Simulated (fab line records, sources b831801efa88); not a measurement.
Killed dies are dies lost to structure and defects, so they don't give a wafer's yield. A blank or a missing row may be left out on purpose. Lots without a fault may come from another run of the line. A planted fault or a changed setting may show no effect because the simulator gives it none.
One fault seen from 2 desks | flow sky130 | each desk has only its own numbers; what lay behind them comes last

THE TOOL OWNER'S DESK: cmp-01
The tool's own readings at SKY_VIA4_CMP_21 (polishes, stops on SiO2, t overpolish 25 s, target thk 0 nm): means of the sampled wafers that have a number, for each lot that ran on this tool. A lot is out of limits, marked OUT, if its mean lies more than 4 standard deviations from the usual mean; the brackets give that distance.
Columns: A = motor_current_A at SKY_VIA4_CMP_21, usual 10.9 A; B = overpolish_run_s at SKY_VIA4_CMP_21, usual 24.999 s; C = time_to_endpoint_s at SKY_VIA4_CMP_21, usual 120 s
lot  | first seen here | A    | B                        | C
L899 | day 43 10:34    | 10.7 | 24.995                   | 113
L903 | day 44 06:44    | 11.5 | 25.002                   | 112
L904 | day 45 00:10    | 10.8 | 24.999                   | 115
L905 | day 45 00:28    | 10.9 | 24.998                   | 119
L907 | day 45 11:37    | 10.9 | 0.036 (-99 or more) OUT  | 189 (+15) OUT
L908 | day 45 21:34    | 11.8 | 12.523 (-99 or more) OUT | 158 (+8.2) OUT
L909 | day 46 07:43    | 10.5 | 16.681 (-99 or more) OUT | 140 (+4.3) OUT
This desk's finding: out of limits on L907, L908, L909; first on L907, day 45 11:37 (overpolish_run_s at SKY_VIA4_CMP_21). In limits: L899, L903, L904, L905.

THE METROLOGY DESK
What the gauges read, lot by lot, whatever tool the lot ran on: means of the sampled wafers that have a number. A lot is out of limits, marked OUT, if its mean lies more than 4 standard deviations from the usual mean; the brackets give that distance.
Columns: A = CAP2M_OVL at SKY_CAP2M_OVL_MEAS_12, usual 0.3 nm
lot  | first seen here | A
L897 | day 40 17:47    | -0.3
L898 | day 40 22:28    | -1.4
L899 | day 41 09:20    | 1.8
L901 | day 42 01:55    | 1.3
L900 | day 42 02:47    | 1.1
L903 | day 42 04:22    | 1.8
L904 | day 43 00:07    | 0.7
L905 | day 43 00:25    | 0.6
L906 | day 43 04:14    | -0.3
L907 | day 43 13:00    | -0.2
L908 | day 43 22:48    | 1.5
L909 | day 44 09:32    | -3.3
L918 | day 46 02:23    | 1.5
L917 | day 46 03:29    | -0.3
L919 | day 46 10:05    | 1.3
This desk's finding: nothing out of limits on any of the 15 lots.

PUT TOGETHER
The tool owner's desk could have raised an alarm at day 45 11:37, on L907, L908, L909.
The metrology desk saw nothing out of limits.
The metrology desk has L907, L908, L909 on record, within its limits.
Of the lots named, all ran SKY_VIA4_CMP_21 on cmp-01.

WHAT THE SIMULATOR HAD PUT IN
Process parameter drift: cmp-01, from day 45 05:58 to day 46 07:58, at SKY_VIA4_CMP_21. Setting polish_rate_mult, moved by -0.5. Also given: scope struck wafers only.
Lots struck among those shown: L907, L908, L909.
Hours from the fault's start to each desk's first reading out of limits: the tool owner's desk, 6.
